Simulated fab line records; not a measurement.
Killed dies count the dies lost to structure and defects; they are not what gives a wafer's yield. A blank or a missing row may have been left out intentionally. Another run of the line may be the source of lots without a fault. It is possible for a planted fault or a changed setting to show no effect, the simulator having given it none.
Check for tools in common    flow gf180mcu    12 lots and 42 wafers in the sample

REASON IT WAS OPENED
At GF_HV_LDD_TW_MEAS_50 the reading HV_LDD_4_TW is flagged on 2 of 12 lots. No-fault wafers: 573, standard deviation 7.
Rule: a lot is flagged in two cases, either no wafer of it has a number, or all its wafers with numbers fall more than 4 standard deviations from that mean. All remaining lots are regarded as sound.

lot   measured      on             HV_LDD_4_TW, wafer by wafer  flag
L511  day 12 08:09  film_metro-01  576 576 578                  
L512  day 12 15:29  film_metro-03  586 584 584                  
L521  day 15 19:01  film_metro-01  528 524 522 522 525 522      FLAGGED
L522  day 16 01:59  film_metro-01  528 524 525 527 526 525      FLAGGED
L523  day 16 09:25  film_metro-02  565 563 569                  
L524  day 16 17:56  film_metro-02  569 568 565                  
L526  day 17 07:16  film_metro-02  566 567 567                  
L525  day 17 09:58  film_metro-02  568 568 570                  
L530  day 18 17:09  film_metro-02  561 562 564                  
L531  day 19 03:44  film_metro-03  588 588 589                  
L532  day 19 09:53  film_metro-02  564 565 563                  
L534  day 19 23:02  film_metro-01  576 577 576                  
The mean of the flagged lots' numbers is 525, -48 from the usual (-7 standard deviations).

WHICH TOOL EACH LOT WENT THROUGH
2 process steps preceding the reading are held in the record, out of 602 steps in the route. Read each cell as the tool, then ch plus the chambers that the sampled wafers visited, then the start.
lot   flag     GF_STI_ETCH_13                     GF_HV_LDD_IMPLANT_48
L511           rie_diel-03 ch 0,3, day 2 01:24    implanter-01 ch 0, day 12 07:56
L512           rie_diel-01 ch 0,2,3, day 2 06:36  implanter-02 ch 0, day 12 15:14
L521  FLAGGED  rie_diel-03 ch 0,1, day 4 04:48    implanter-03 ch 0, day 15 18:47
L522  FLAGGED  rie_diel-03 ch 0,1, day 4 10:37    implanter-03 ch 0, day 16 01:44
L523           rie_diel-02 ch 0,1,3, day 4 15:01  implanter-02 ch 0, day 16 09:12
L524           rie_diel-01 ch 0,2,3, day 4 21:18  implanter-02 ch 0, day 16 17:41
L526           rie_diel-02 ch 0,1,2, day 5 06:15  implanter-01 ch 0, day 17 07:01
L525           rie_diel-01 ch 0,1,2, day 5 03:42  implanter-01 ch 0, day 17 09:44
L530           rie_diel-02 ch 0,3, day 6 02:34    implanter-02 ch 0, day 18 16:55
L531           rie_diel-01 ch 1,2,3, day 6 09:04  implanter-01 ch 0, day 19 03:30
L532           rie_diel-03 ch 0,1,3, day 6 14:33  implanter-01 ch 0, day 19 09:38
L534           rie_diel-01 ch 0,3, day 6 23:41    implanter-01 ch 0, day 19 22:47
What is done by these steps:
- GF_STI_ETCH_13: etches the open film in CHF3/O2, stops on Si, target depth 282.31 nm, time 112.9 s.
- GF_HV_LDD_IMPLANT_48
- GF_HV_LDD_TW_MEAS_50

FLAGGED OVER TOTAL, TOOL BY TOOL (the gauges that took the reading come last)
step                  tool           lots run  flagged  share of the flagged lots  sound lots run after its first flagged lot
GF_STI_ETCH_13        rie_diel-01    5         0        none                       -
GF_STI_ETCH_13        rie_diel-02    3         0        none                       -
GF_STI_ETCH_13        rie_diel-03    4         2        all                        1 (L532)
GF_HV_LDD_IMPLANT_48  implanter-01   6         0        none                       -
GF_HV_LDD_IMPLANT_48  implanter-02   4         0        none                       -
GF_HV_LDD_IMPLANT_48  implanter-03   2         2        all                        0
GF_HV_LDD_TW_MEAS_50  film_metro-01  4         2        all                        1 (L534)
GF_HV_LDD_TW_MEAS_50  film_metro-02  6         0        none                       -
GF_HV_LDD_TW_MEAS_50  film_metro-03  2         0        none                       -

WHAT THE TABLE ALLOWS
rie_diel-03 at GF_STI_ETCH_13, implanter-03 at GF_HV_LDD_IMPLANT_48 and film_metro-01 at GF_HV_LDD_TW_MEAS_50: these 3 rows of the table ran every flagged lot.
- rie_diel-03 at GF_STI_ETCH_13: 2 of its 4 lots flagged. Sound lots followed the first flagged one (L532) on it, something a lasting fault affecting the whole tool could not allow.
- implanter-03 at GF_HV_LDD_IMPLANT_48: 2 of its 2 lots flagged. No sound lot ran on it before its first flagged lot in this sample; the start therefore can't be narrowed down. Its own readings (dose_ions_cm2, faraday_current_uA) fall more than 4 standard deviations out on all wafers of the flagged lots.
- film_metro-01 at GF_HV_LDD_TW_MEAS_50: 2 of its 4 lots flagged. Sound lots followed the first flagged one (L534) on it, something a lasting fault affecting the whole tool could not allow.
What remains is a single tool, implanter-03 at GF_HV_LDD_IMPLANT_48.

WHAT THE SIMULATOR HAD INSERTED
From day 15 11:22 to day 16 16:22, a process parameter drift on implanter-03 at GF_HV_LDD_IMPLANT_48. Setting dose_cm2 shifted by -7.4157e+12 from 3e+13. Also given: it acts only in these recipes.
Lots struck among those shown: L521, L522. The rule above found the same.
